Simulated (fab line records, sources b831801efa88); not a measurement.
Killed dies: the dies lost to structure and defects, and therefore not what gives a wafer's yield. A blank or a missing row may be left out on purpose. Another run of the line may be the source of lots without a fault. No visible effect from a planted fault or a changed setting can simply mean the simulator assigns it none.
Which of the tools did it? / flow sky130 / 18 wafers sampled from 6 lots at 1 step of a route of 708

## WHAT EACH GAUGE READ, for each wafer
SKY_POLY_CUT_CD_MEAS_08: the cd target is 270 nm.
lot=L113; measured=day 26 17:29; on=cd sem-02; cd nm (nm)=269.1 268.9 269.3
lot=L116; measured=day 28 02:16; on=cd sem-01; cd nm (nm)=269.4 269.9 271.5
lot=L119; measured=day 28 22:59; on=cd sem-02; cd nm (nm)=268.6 267.4 268.3
lot=L121; measured=day 29 14:27; on=cd sem-02; cd nm (nm)=271.7 273.2 272.6
lot=L126; measured=day 31 00:23; on=cd sem-02; cd nm (nm)=272.1 269.9 271.3
lot=L129; measured=day 32 00:26; on=cd sem-02; cd nm (nm)=269.9 269.8 270.4

## TOOL THAT RAN EACH LOT (tool first, then ch and the chambers of the sampled wafers, then the start)
The record shows no process step preceding these readings.

## THE ANSWER, worked out from the rows above alone
Rule: what is usual is taken from the lots themselves. The widest of any qualifying gaps counts: lots, ordered by their means at a reading, are off when they make up no more than a third of the lots, leave a main group of 4 or more, and stand apart from it by 3 or more times the standard deviation of that group's means. Not used: any main group whose means are identical at the precision the tables above print for the reading. Also off: a lot with no number at a reading for which 4 or more lots have one. The other lots that the step has rows for count as sound.
None of the lots is off at any reading shown; this tells nothing.

## WHAT THE SIMULATOR HAD PUT IN
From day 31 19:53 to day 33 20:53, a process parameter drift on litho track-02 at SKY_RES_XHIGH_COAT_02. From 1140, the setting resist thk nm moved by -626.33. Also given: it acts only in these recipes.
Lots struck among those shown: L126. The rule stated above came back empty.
